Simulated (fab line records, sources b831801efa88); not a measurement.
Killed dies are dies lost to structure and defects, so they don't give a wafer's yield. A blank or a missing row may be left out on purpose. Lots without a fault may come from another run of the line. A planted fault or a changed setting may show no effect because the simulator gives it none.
A struck lot beside a sound one | flow gf180mcu | 16 steps out of a route of 602
Sound: wafers L412.4, L412.5, L412.6. Struck: wafer L409.5. (L409.2, L409.3 of the same lot were not struck and are left out.) The cause comes at the end.
At each step with rows: each side's tool, then ch and its chambers, then its first start. Under that, the readings that differ: sound wafers | struck wafers | difference of the means | sigmas: that difference in standard deviations of wafers without a fault.
alike: readings whose means differ by less than 2 such deviations, and words and numbers that are the same on both sides. not compared: withheld readings, readings that some wafer has no value for, bounds like >300 that may hide the same value, and numbers for which the record gives no deviation and whose values overlap.
The two part at a step that has a row with sigmas, a row that says differs or no value, or rows on one side only. Numbers that don't overlap but have no deviation are shown without sigmas and don't part them. A reading that every wafer of one side lacks parts them only if that side has two wafers or more.

GF_POLY_GATE_THK_MEAS_01:
  sound on film_metro-04, day 12 04:51; struck on film_metro-04, day 11 11:38
  alike: POLY_GATE_CVD_00_THK
then, 8 steps without rows for these wafers: GF_POLY_GATE_DEHYDRATE_02 (time 60 s); GF_POLY_GATE_HMDS_03 (prime time 60 s); GF_POLY_GATE_COAT_04; GF_POLY_GATE_COAT_05 (resist thk 700 nm); GF_POLY_GATE_SOFTBAKE_06 (time 60 s); GF_POLY_GATE_EXPOSE_07 (exposes mask Poly2, target cd 280 nm); GF_POLY_GATE_PEB_08 (peb time 90 s); GF_POLY_GATE_DEVELOP_09 (develop time 60 s).
GF_POLY_GATE_CD_MEAS_10: target cd 280 nm.
  sound on cd_sem-02, day 12 23:55; struck on cd_sem-02, day 12 07:13
  alike: cd_nm
GF_POLY_GATE_OVL_MEAS_11:
  sound on overlay-01, day 12 23:59; struck on overlay-02, day 12 07:20
  alike: POLY_GATE_OVL
GF_POLY_GATE_ETCH_12: etches BARC in N2/H2.
  sound on rie_diel-01 ch 0,3, day 13 00:01; struck on rie_diel-03 ch 0, day 12 07:22
  reading               | sound             | struck | difference | sigmas
  oes_product_au (a.u.) | 0.732 0.749 0.741 | 0.730  | -0.011     | -2
  alike: chamber_pressure_mTorr, drypump_motor_current_A, rf_fwd_power_W, throttle_valve_pct
GF_POLY_GATE_ETCH_13: etches poly-Si in HBr/Cl2, stops on SiO2, target depth 198.5 nm, time 69.6 s.
  sound on rie_si-02 ch 2,3, day 13 00:04; struck on rie_si-01 ch 2, day 12 07:25
  reading                               | sound             | struck | difference | sigmas
  run_length_s (s)                      | 97.9 98.2 98.1    | 76.0   | -22.1      | -44
  model.POLY_GATE.feature_depth_nm (nm) | 199.5 198.9 195.3 | 137.3  | -60.6      |
  model.etch.depth_nm (nm)              | 199.5 198.9 195.3 | 137.3  | -60.6      |
  alike: chamber_pressure_mTorr, drypump_motor_current_A, oes_product_au, throttle_valve_pct
  not compared: rf_fwd_power_W, rf_hours_counter_h
GF_POLY_GATE_STRIP_14: strips in O2/N2.
  sound on plasma_asher-01 ch 0,1, day 13 00:09; struck on plasma_asher-03 ch 0, day 12 07:28
  reading               | sound             | struck | difference | sigmas
  oes_product_au (a.u.) | 0.507 0.507 0.508 | 0.521  | +0.014     | +3
  alike: chamber_pressure_mTorr, drypump_motor_current_A, heater_power_w
  not compared: rf_hours_counter_h
then, 1 step without rows for these wafers: GF_POLY_GATE_CLEAN_15 (cleans in SC1/SC2, time 150 s).
-- the record jumps here: 20 days lie between the struck wafers' starts before and after (it left off in module POLY_GATE and takes up again in module PASSIVATION, whose first step shown is number 602 of the route) --
GF_PASSIVATION_PROBE_99:
  the record has rows for the struck wafers here (prober-02, day 32 01:22) and none for the sound ones

WHERE THEY PART
First at GF_POLY_GATE_ETCH_12; last, within this record, at GF_PASSIVATION_PROBE_99.

WHY: what the simulator had put in
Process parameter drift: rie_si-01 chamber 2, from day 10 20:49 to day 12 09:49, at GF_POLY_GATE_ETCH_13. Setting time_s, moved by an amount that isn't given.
